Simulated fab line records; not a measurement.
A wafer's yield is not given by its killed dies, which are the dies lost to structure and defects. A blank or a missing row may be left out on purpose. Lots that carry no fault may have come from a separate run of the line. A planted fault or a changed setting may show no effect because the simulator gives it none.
fab line records	flow gf180mcu	part 2 of 2: steps 26 to 35 of 35
[record] lots = 5	wafers = 15	last-day = 33
route steps=602 shown POLY_GATE@163 HV_LDD@176
lots that met no fault: taken from a fault-free run of the same line
start-h: the number of hours between the record's first day and the start of the first shown wafer of the lot	wait-h: hours from the lot's prior step to this one	" same as the row above	L1.1+2: a row that stands for several wafers	- no value, or no start given	* or withheld: withheld	< > ~ a bound
route shown NAME@n: NAME is a module with steps in the file, n the number in the route of the first one	usual: mean and standard deviation over wafers with no fault	same: alike in all rows	chamber/n: place in a boat	sites: the reading at each site	_std_site: the standard deviation of these	_edge_site: inner sites' mean taken away from outer sites' mean	radius-mm: for every site, how far away it sits from the centre of the wafer	mask NAME#n: copy n	behind: the most recent tool/chamber to have shaped the wafer	hold: reason for holding the lot/hours on hold/outcome of the hold	device: which transistor (n, p or np) failed to switch	end of line: the tests these same wafers got at the end of their route	for a step that has no rows: nothing shown but its recipe	killed: at the first sort, the dies lost to defects and structure; wafer yield is something else	map: a wafer's dies, x killed, . not, _ none there
set.NAME: the setting the step ran with; set.NAME@STEP: the setting that earlier step ran with	model.NAME: the simulator's own value behind a step, which no gauge read
lots at selected steps of the route; one table per step, one row per wafer
services: a tool's chamber out of use, with start hour (start-h, from the record's first day; less than 0 if before it), hours out, and reason
[[steps]]
[step GF_HV_LDD_DEHYDRATE_12]
[recipe] temp-c = 200	time-s = 60
[usual] chill-plate-temp-C = 22.99/0.1
[same] time-s = 60
lot.wafer	tool	chamber	start-h	wait-h	chill-plate-temp-C
L079.2	litho-track-03	0	261.65	8.2	22.88
L079.4	"	0	"	"	22.75
L079.5	"	0	"	"	22.81
L082.1	litho-track-01	0	286.31	8.9	22.98
L082.2	"	0	"	"	23.12
L082.6	"	0	"	"	23.07
L086.1	litho-track-03	0	317.92	9.7	22.78
L086.2	"	0	"	"	22.83
L086.5	"	0	"	"	22.77
L088.1	litho-track-03	0	330.62	9.7	22.86
L088.2	"	0	"	"	23.01
L088.3	"	0	"	"	22.92
L094.1	litho-track-03	0	376.72	10.7	22.96
L094.5	"	0	"	"	22.94
L094.6	"	0	"	"	23.15
[step GF_HV_LDD_HMDS_13]
[recipe] prime-time-s = 60	prime-temp-c = 120
[usual] chill-plate-temp-C = 23.01/0.11
lot.wafer	tool	chamber	start-h	wait-h	chill-plate-temp-C
L079.2	litho-track-03	0	261.80	0.1	22.93
L079.4	"	0	"	"	22.96
L079.5	"	0	"	"	22.82
L082.1	litho-track-01	0	286.46	0.1	23.13
L082.2	"	0	"	"	23.03
L082.6	"	0	"	"	23.06
L086.1	litho-track-03	0	318.07	0.1	22.80
L086.2	"	0	"	"	22.93
L086.5	"	0	"	"	22.99
L088.1	litho-track-03	0	330.77	0.1	23.04
L088.2	"	0	"	"	23.01
L088.3	"	0	"	"	22.95
L094.1	litho-track-03	0	376.87	0.1	22.70
L094.5	"	0	"	"	22.90
L094.6	"	0	"	"	22.81
[step GF_HV_LDD_COAT_14]
[recipe] resist = NOVOLAK	spin-rpm = 3000	resist-thk-nm = 1000
[usual] chill-plate-temp-C = 23.01/0.11
lot.wafer	tool	chamber	start-h	wait-h	chill-plate-temp-C
L079.2	litho-track-03	0	261.95	0.1	23.09
L079.4	"	0	"	"	23.07
L079.5	"	0	"	"	23.11
L082.1	litho-track-01	0	286.61	0.1	22.87
L082.2	"	0	"	"	23.08
L082.6	"	0	"	"	23.19
L086.1	litho-track-03	0	318.22	0.1	23.22
L086.2	"	0	"	"	22.93
L086.5	"	0	"	"	23.01
L088.1	litho-track-03	0	330.92	0.1	23.14
L088.2	"	0	"	"	23.00
L088.3	"	0	"	"	22.98
L094.1	litho-track-03	0	377.02	0.1	23.03
L094.5	"	0	"	"	22.96
L094.6	"	0	"	"	22.90
[step GF_HV_LDD_SOFTBAKE_15]
[recipe] temp-c = 90	time-s = 60	resist = NOVOLAK
[usual] chill-plate-temp-C = 22.99/0.099
[same] time-s = 60
lot.wafer	tool	chamber	start-h	wait-h	chill-plate-temp-C
L079.2	litho-track-03	0	262.10	0.1	23.04
L079.4	"	0	"	"	22.93
L079.5	"	0	"	"	23.16
L082.1	litho-track-01	0	286.76	0.1	23.06
L082.2	"	0	"	"	22.97
L082.6	"	0	"	"	22.95
L086.1	litho-track-03	0	318.37	0.1	23.06
L086.2	"	0	"	"	23.10
L086.5	"	0	"	"	23.00
L088.1	litho-track-03	0	331.07	0.1	23.16
L088.2	"	0	"	"	23.12
L088.3	"	0	"	"	22.87
L094.1	litho-track-03	0	377.17	0.1	23.12
L094.5	"	0	"	"	23.06
L094.6	"	0	"	"	23.05
[step GF_HV_LDD_EXPOSE_16]
[recipe] mask-id = Pplus_LV_AREA	target-cd-nm = 400	na = 0.6	source-shape = conventional	sigma-outer = 0.6	dose-mj = 140
[same] na = 0.6
lot.wafer	tool	chamber	start-h	wait-h	mask
L079.2+4+5	iline-stepper-01	0	-	-	Pplus_LV_AREA#0
L082.1+2+6	iline-stepper-02	0	-	-	Pplus_LV_AREA#0
L086.1+2+5	iline-stepper-02	0	-	-	Pplus_LV_AREA#0
L088.1+2+3	iline-stepper-02	0	-	-	Pplus_LV_AREA#0
L094.1+5+6	iline-stepper-01	0	-	-	Pplus_LV_AREA#0
[step GF_HV_LDD_PEB_17]
[recipe] temp-c = withheld	time-s = *	resist = NOVOLAK
[usual] chill-plate-temp-C = *
[same] time-s = *
lot.wafer	tool	chamber	start-h	wait-h	chill-plate-temp-C
L079.2	litho-track-03	0	-	-	*
L079.4	"	0	"	"	*
L079.5	"	0	"	"	*
L082.1	litho-track-03	0	-	-	*
L082.2	"	0	"	"	*
L082.6	"	0	"	"	*
L086.1	litho-track-01	0	-	-	*
L086.2	"	0	"	"	*
L086.5	"	0	"	"	*
L088.1	litho-track-04	0	-	-	*
L088.2	"	0	"	"	*
L088.3	"	0	"	"	*
L094.1	litho-track-01	0	-	-	*
L094.5	"	0	"	"	*
L094.6	"	0	"	"	*
[step GF_HV_LDD_DEVELOP_18]
[recipe] develop-time-s = 60	dev-temp-c = 23
[usual] chill-plate-temp-C = 23.02/0.1
lot.wafer	tool	chamber	start-h	wait-h	chill-plate-temp-C
L079.2	litho-track-03	0	272.05	0.1	22.96
L079.4	"	0	"	"	23.07
L079.5	"	0	"	"	23.15
L082.1	litho-track-03	0	296.82	0.1	22.86
L082.2	"	0	"	"	22.91
L082.6	"	0	"	"	22.85
L086.1	litho-track-01	0	328.46	0.1	23.00
L086.2	"	0	"	"	22.97
L086.5	"	0	"	"	23.03
L088.1	litho-track-04	0	341.61	0.1	23.17
L088.2	"	0	"	"	22.96
L088.3	"	0	"	"	23.02
L094.1	litho-track-01	0	388.51	0.1	22.95
L094.5	"	0	"	"	23.07
L094.6	"	0	"	"	23.00
[step GF_HV_LDD_CD_MEAS_19]
[recipe] target-cd-nm = 400
[usual] cd-nm = 400.1/2.6
lot.wafer	tool	chamber	start-h	wait-h	cd-nm
L079.2	cd-sem-02	-	272.19	0.1	397.5
L079.4	"	-	"	"	398.9
L079.5	"	-	"	"	398.8
L082.1	cd-sem-01	-	296.97	0.1	403.2
L082.2	"	-	"	"	399.7
L082.6	"	-	"	"	401.2
L086.1	cd-sem-02	-	328.61	0.1	399.0
L086.2	"	-	"	"	400.0
L086.5	"	-	"	"	400.1
L088.1	cd-sem-02	-	341.76	0.1	400.0
L088.2	"	-	"	"	399.4
L088.3	"	-	"	"	400.5
L094.1	cd-sem-02	-	388.66	0.1	399.4
L094.5	"	-	"	"	400.6
L094.6	"	-	"	"	398.3
[step GF_HV_LDD_OVL_MEAS_20]
[usual] HV_LDD_01_OVL = -0.5/1.4
lot.wafer	tool	chamber	start-h	wait-h	HV_LDD_01_OVL[nm]
L079.2	overlay-01	-	272.30	0.1	-1.7
L079.4	"	-	"	"	0.6
L079.5	"	-	"	"	-0.2
L082.1	overlay-01	-	297.09	0.1	1.0
L082.2	"	-	"	"	0.1
L082.6	"	-	"	"	1.0
L086.1	overlay-02	-	328.73	0.1	1.7
L086.2	"	-	"	"	0.3
L086.5	"	-	"	"	-0.4
L088.1	overlay-01	-	341.88	0.1	-0.1
L088.2	"	-	"	"	0.3
L088.3	"	-	"	"	0.3
L094.1	overlay-01	-	388.78	0.1	0.0
L094.5	"	-	"	"	-1.8
L094.6	"	-	"	"	-0.8
[step GF_HV_LDD_IMPLANT_21]
[recipe] species = BF2	energy-kev = 25	dose-cm2 = 5e+13	tilt-deg = 7
[usual] beam-energy-keV = 25.000/0.008
lot.wafer	tool	chamber	start-h	wait-h	beam-energy-keV
L079.2	implanter-03	0	272.35	0.0	24.993
L079.4	"	0	"	"	25.001
L079.5	"	0	"	"	24.998
L082.1	implanter-01	0	297.13	0.0	24.998
L082.2	"	0	"	"	24.999
L082.6	"	0	"	"	25.010
L086.1	implanter-01	0	328.77	0.0	25.005
L086.2	"	0	"	"	25.003
L086.5	"	0	"	"	25.015
L088.1	implanter-03	0	341.91	0.0	25.013
L088.2	"	0	"	"	24.998
L088.3	"	0	"	"	25.007
L094.1	implanter-01	0	388.82	0.0	25.002
L094.5	"	0	"	"	24.999
L094.6	"	0	"	"	24.996
[[services]]
tool	chamber	start-h	hours	kind
implanter-03	-	201.52	2.8	repair
iline-stepper-01	-	205.24	11.2	repair
implanter-03	-	211.25	3.8	repair
implanter-01	-	215.51	22.5	pm
krf-scanner-02	-	217.47	1.0	pm
iline-stepper-01	-	230.16	1.7	pm
rie-diel-01	-	233.02	2.8	pm
krf-scanner-02	-	240.10	0.8	pm
rie-si-01	1	253.29	8.7	repair
iline-stepper-02	-	253.69	4.4	pm
krf-scanner-02	-	256.77	3.6	pm
krf-scanner-02	-	296.32	1.3	pm
implanter-03	-	303.22	3.3	repair
implanter-01	-	307.72	4.9	repair
iline-stepper-01	-	314.06	0.5	repair
implanter-03	-	323.19	1.7	repair
krf-scanner-02	-	337.46	4.4	pm
krf-scanner-02	-	346.18	0.3	repair
furnace-01	-	357.35	4.0	pm
krf-scanner-02	-	369.74	0.7	repair
implanter-01	-	372.25	1.9	repair
krf-scanner-02	-	372.69	2.2	repair
krf-scanner-02	-	376.47	36.0	pm
plasma-asher-04	-	378.14	34.6	pm
